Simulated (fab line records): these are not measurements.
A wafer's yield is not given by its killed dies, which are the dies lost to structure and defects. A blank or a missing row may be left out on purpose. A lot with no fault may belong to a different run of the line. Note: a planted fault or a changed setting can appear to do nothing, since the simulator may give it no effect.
fab line records -- flow sky130
record lots=15, wafers=44, lastDay=50
route steps=708 shown POLY_GATE@224 PAD_OPEN@708
lots untouched by any fault: they come from a run of this same line in which no faults occurred
startH: start of the lot's first displayed wafer, in hours after the record's first day -- waitH: time in hours since the lot's previous step -- " the same as in the row above -- L1.1+2: a row that stands for several wafers -- - no value, or no start given -- * or withheld: withheld -- < > ~ a bound
route shown NAME@n: NAME is a module with steps in the file, n the number in the route of the first one -- usual: mean and standard deviation over wafers with no fault -- same: alike in all rows -- chamber/n: place in a boat -- sites: readings site by site -- _std_site: standard deviation across them -- _edge_site: inner sites' mean taken away from outer sites' mean -- radiusMm: for every site, how far away it sits from the centre of the wafer -- mask NAME#n: copy n -- behind: the most recent tool/chamber to have shaped the wafer -- hold: reason for holding the lot/hours on hold/outcome of the hold -- device: the n, p or np transistor that did not switch -- end of line: the route-end tests of the same wafers -- for a step that has no rows: nothing shown but its recipe -- killed: not the wafer's yield, but the dies lost to structure and defects at the first sort -- map: shows each die of a wafer: x if killed, . if not, _ if none is there
set.NAME: the setting the step ran with; set.NAME@STEP: the setting that earlier step ran with -- model.NAME: the simulator's own value behind a step, which no gauge read
one table for each step of the route and one row for each wafer, over a sample of lots
services: when a tool's chamber went out of use (startH, in hours from the record's first day, below 0 if earlier), for how many hours, and the reason
## steps
# step SKY_POLY_GATE_EXPOSE_10
# recipe maskId=P1M, na=0.68, sourceShape=conventional, sigmaOuter=0.6, targetCdNm=150, doseMj=28
# usual stageVelMmS=500.05/0.28
lot.wafer,tool,chamber,startH,waitH,mask,stageVelMmS
L396.3,krfScanner-01,0,347.44,-,P1M#0,499.94
L396.4,krfScanner-01,0,347.44,-,P1M#0,499.81
L396.5,krfScanner-01,0,347.44,-,P1M#0,499.19
L397.1,krfScanner-02,0,351.16,-,P1M#0,499.97
L397.4,krfScanner-02,0,351.16,-,P1M#0,499.83
L397.6,krfScanner-02,0,351.16,-,P1M#0,500.26
L398.1,krfScanner-01,0,354.91,-,P1M#0,500.68
L398.2,krfScanner-01,0,354.91,-,P1M#0,500.13
L398.6,krfScanner-01,0,354.91,-,P1M#0,500.02
L399.1,krfScanner-02,0,370.32,-,P1M#0,500.29
L399.5,krfScanner-02,0,370.32,-,P1M#0,500.02
L399.6,krfScanner-02,0,370.32,-,P1M#0,500.14
L400.1,krfScanner-02,0,379.27,-,P1M#0,499.80
L400.3,krfScanner-02,0,379.27,-,P1M#0,500.10
L400.6,krfScanner-02,0,379.27,-,P1M#0,499.61
L402.1,krfScanner-01,0,393.38,-,P1M#0,499.85
L402.3,krfScanner-01,0,393.38,-,P1M#0,499.67
L402.5,krfScanner-01,0,393.38,-,P1M#0,500.12
L403.2,krfScanner-01,0,403.80,-,P1M#0,500.22
L403.3,krfScanner-01,0,403.80,-,P1M#0,499.97
L403.6,krfScanner-01,0,403.80,-,P1M#0,499.90
L404.2,krfScanner-02,0,407.34,-,P1M#0,500.24
L404.4,krfScanner-02,0,407.34,-,P1M#0,499.85
L404.6,krfScanner-02,0,407.34,-,P1M#0,500.07
L405.3,krfScanner-01,0,422.81,-,P1M#0,499.44
L405.5,krfScanner-01,0,422.81,-,P1M#0,499.85
L405.6,krfScanner-01,0,422.81,-,P1M#0,499.72
L406.2,krfScanner-01,0,429.89,-,P1M#0,500.13
L406.3,krfScanner-01,0,429.89,-,P1M#0,500.25
L406.5,krfScanner-01,0,429.89,-,P1M#0,500.27
L407.1,krfScanner-01,0,435.45,-,P1M#0,500.11
L407.3,krfScanner-01,0,435.45,-,P1M#0,500.34
L415.1,krfScanner-01,0,520.67,-,P1M#0,499.85
L415.4,krfScanner-01,0,520.67,-,P1M#0,500.36
L415.5,krfScanner-01,0,520.67,-,P1M#0,500.14
L417.1,krfScanner-01,0,535.77,-,P1M#0,499.96
L417.3,krfScanner-01,0,535.77,-,P1M#0,499.98
L417.5,krfScanner-01,0,535.77,-,P1M#0,500.29
L418.1,krfScanner-02,0,536.01,-,P1M#0,499.93
L418.3,krfScanner-02,0,536.01,-,P1M#0,500.07
L418.6,krfScanner-02,0,536.01,-,P1M#0,499.86
L419.2,krfScanner-01,0,539.37,-,P1M#0,500.80
L419.3,krfScanner-01,0,539.37,-,P1M#0,500.74
L419.5,krfScanner-01,0,539.37,-,P1M#0,500.59
# step SKY_POLY_GATE_CD_MEAS_13
# recipe targetCdNm=150
# usual cdNm=150.1/1.4
lot.wafer,tool,chamber,startH,waitH,cdNm
L396.3,cdSem-02,-,360.89,-,148.4
L396.4,cdSem-02,-,360.89,-,149.3
L396.5,cdSem-02,-,360.89,-,147.1
L397.1,cdSem-02,-,364.40,-,150.3
L397.4,cdSem-02,-,364.40,-,150.8
L397.6,cdSem-02,-,364.40,-,150.6
L398.1,cdSem-02,-,367.93,-,148.9
L398.2,cdSem-02,-,367.93,-,150.4
L398.6,cdSem-02,-,367.93,-,149.9
L399.1,cdSem-01,-,384.53,-,146.5
L399.5,cdSem-01,-,384.53,-,146.3
L399.6,cdSem-01,-,384.53,-,148.3
L400.1,cdSem-01,-,392.58,-,151.0
L400.3,cdSem-01,-,392.58,-,151.4
L400.6,cdSem-01,-,392.58,-,150.8
L402.1,cdSem-01,-,408.02,-,151.5
L402.3,cdSem-01,-,408.02,-,149.8
L402.5,cdSem-01,-,408.02,-,150.1
L403.2,cdSem-01,-,418.87,-,149.8
L403.3,cdSem-01,-,418.87,-,149.4
L403.6,cdSem-01,-,418.87,-,148.7
L404.2,cdSem-01,-,422.00,-,148.5
L404.4,cdSem-01,-,422.00,-,150.1
L404.6,cdSem-01,-,422.00,-,147.6
L405.3,cdSem-01,-,437.86,-,132.5
L405.5,cdSem-01,-,437.86,-,151.2
L405.6,cdSem-01,-,437.86,-,149.6
L406.2,cdSem-01,-,445.77,-,149.1
L406.3,cdSem-01,-,445.77,-,131.9
L406.5,cdSem-01,-,445.77,-,148.8
L407.1,cdSem-01,-,451.35,-,132.1
L407.3,cdSem-01,-,451.35,-,132.1
L415.1,cdSem-02,-,536.23,-,149.6
L415.4,cdSem-02,-,536.23,-,149.7
L415.5,cdSem-02,-,536.23,-,149.9
L417.1,cdSem-01,-,549.58,-,150.9
L417.3,cdSem-01,-,549.58,-,150.8
L417.5,cdSem-01,-,549.58,-,149.6
L418.1,cdSem-01,-,550.23,-,151.1
L418.3,cdSem-01,-,550.23,-,150.5
L418.6,cdSem-01,-,550.23,-,150.3
L419.2,cdSem-01,-,553.65,-,151.3
L419.3,cdSem-01,-,553.65,-,151.5
L419.5,cdSem-01,-,553.65,-,150.7
# step SKY_PAD_OPEN_PROBE_99
# usual killed_at_M0_to_M3=42/7.4, killed_at_M4_up=3.4/1.8, killedAtContacts=25/5.4, killedAtFrontEnd=15/4.4, killedAtOther=0.2/0.52, killedDies=86/9.3, killedOpen=47/7.6, killedShort=39/6.5
# same grossDies=492, killedAtBackSide=0
lot.wafer,tool,chamber,startH,waitH,killed_at_M0_to_M3,killed_at_M4_up,killedAtContacts,killedAtFrontEnd,killedAtOther,killedDies,killedOpen,killedShort
L405.3,prober-01,-,1123.87,0.2,43,4,18,30,0,95,50,32
L405.5,prober-01,-,1123.97,0.2,48,2,13,14,1,78,42,36
L405.6,prober-01,-,1124.02,0.2,57,1,29,6,1,94,38,56
L406.2,prober-02,-,1128.70,0.1,45,3,19,12,1,80,41,39
L406.3,prober-02,-,1128.75,0.2,42,3,24,28,0,97,39,44
L406.5,prober-02,-,1128.85,0.2,36,5,20,17,0,78,34,44
L407.1,prober-01,-,1132.85,0.1,38,2,24,23,1,88,45,31
L407.3,prober-01,-,1132.95,0.2,28,1,29,24,0,82,41,22
# killed by level:class
L405.3 POLY_GATE:areaExpose=13 VIA1:geometricParticle:open=11 VIA3:geometricParticle:open=11 POLY_GATE:geometricParticle:open=5 LOCAL_INTERCONNECT:geometricParticle:short=5 METAL1:geometricParticle:short=5 VIA2:geometricParticle:open=5 FIELD_ISO:geometricParticle:open=4
L405.5 METAL2:geometricParticle:short=9 VIA1:geometricParticle:open=7 VIA2:geometricParticle:open=7 POLY_GATE:geometricParticle:open=6 CONTACT:geometricParticle:open=5 VIA3:geometricParticle:open=5 LI_CONTACT:geometricParticle:open=4 METAL3:geometricParticle:short=4
L405.6 METAL1:geometricParticle:short=11 CONTACT:geometricParticle:open=11 VIA3:geometricParticle:open=8 METAL2:geometricParticle:short=8 LOCAL_INTERCONNECT:geometricParticle:short=6 VIA2:geometricParticle:open=6 CONTACT:geometricParticle:short=5 VIA1:geometricParticle:short=5
L406.2 VIA1:geometricParticle:open=15 VIA1:geometricParticle:short=7 CONTACT:geometricParticle:short=7 VIA2:geometricParticle:open=7 FIELD_ISO:geometricParticle:short=5 LI_CONTACT:geometricParticle:open=5 METAL2:geometricParticle:short=5 LOCAL_INTERCONNECT:geometricParticle:short=4
L406.3 POLY_GATE:areaExpose=14 CONTACT:geometricParticle:open=10 METAL1:geometricParticle:short=9 METAL2:geometricParticle:short=9 VIA1:geometricParticle:open=7 VIA2:geometricParticle:open=7 FIELD_ISO:geometricParticle:short=5 FIELD_ISO:geometricParticle:open=4
L406.5 VIA1:geometricParticle:open=8 VIA1:geometricParticle:short=7 CONTACT:geometricParticle:short=6 METAL2:geometricParticle:short=6 POLY_GATE:geometricParticle:short=5 CONTACT:geometricParticle:open=5 LOCAL_INTERCONNECT:geometricParticle:short=4 VIA2:geometricParticle:open=4
L407.1 CONTACT:geometricParticle:open=14 POLY_GATE:areaExpose=12 VIA3:geometricParticle:open=8 METAL1:geometricParticle:short=6 VIA2:geometricParticle:open=6 FIELD_ISO:geometricParticle:short=5 VIA1:geometricParticle:open=5 METAL2:geometricParticle:short=5
L407.3 POLY_GATE:areaExpose=19 CONTACT:geometricParticle:open=13 LI_CONTACT:geometricParticle:open=8 VIA1:geometricParticle:open=4 VIA2:geometricParticle:short=4 VIA2:geometricParticle:open=4 METAL1:geometricParticle:open=3 LOCAL_INTERCONNECT:geometricParticle:short=3
## services
tool,chamber,startH,hours,kind
krfScanner-01,-,328.41,0.1,repair
krfScanner-01,-,357.72,1.3,pm
krfScanner-02,-,363.62,3.6,pm
krfScanner-01,-,396.63,2.9,repair
krfScanner-01,-,446.88,0.5,repair
krfScanner-02,-,449.42,1.3,pm
krfScanner-02,-,461.05,1.0,pm
krfScanner-02,-,479.14,0.8,pm
krfScanner-01,-,487.26,0.8,pm
krfScanner-01,-,488.45,1.0,pm
krfScanner-01,-,490.52,10.3,repair
krfScanner-01,-,506.88,1.0,repair
krfScanner-02,-,532.74,1.3,repair
krfScanner-01,-,534.04,1.3,pm
## key
firstSign step=SKY_POLY_GATE_CD_MEAS_13, reading=cdNm, direction=down, sigmas=13, usual=150.1, struck=132.1
effect step=SKY_PAD_OPEN_PROBE_99, reading=killedAtFrontEnd, direction=up, sigmas=2.5, usual=15, struck=26
moreKillsBornAt SKY_POLY_GATE_EXPOSE_10@krfScanner-01=58
metAt SKY_POLY_GATE_EXPOSE_10
struckLots L405,L406,L407
struckWafers L405.3,L406.3,L407.1,L407.3
testerLeftOut L405,L406,L407
onsetBetween 403.80 422.81
fault kind=processParameterDrift, tool=krfScanner-01, chamber=-, onsetH=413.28, steps=SKY_POLY_GATE_EXPOSE_10, channel=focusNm, offset=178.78, shape=step, endH=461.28, scope=struckWafersOnly
# testerLeftOut: of these lots the tester's yield and bins aren't shown, on N5 and GAA mostly nor the transistor test; their killed dies are dies lost to structure and defects alone, not to doping, threshold or leakage, so they don't give the yield
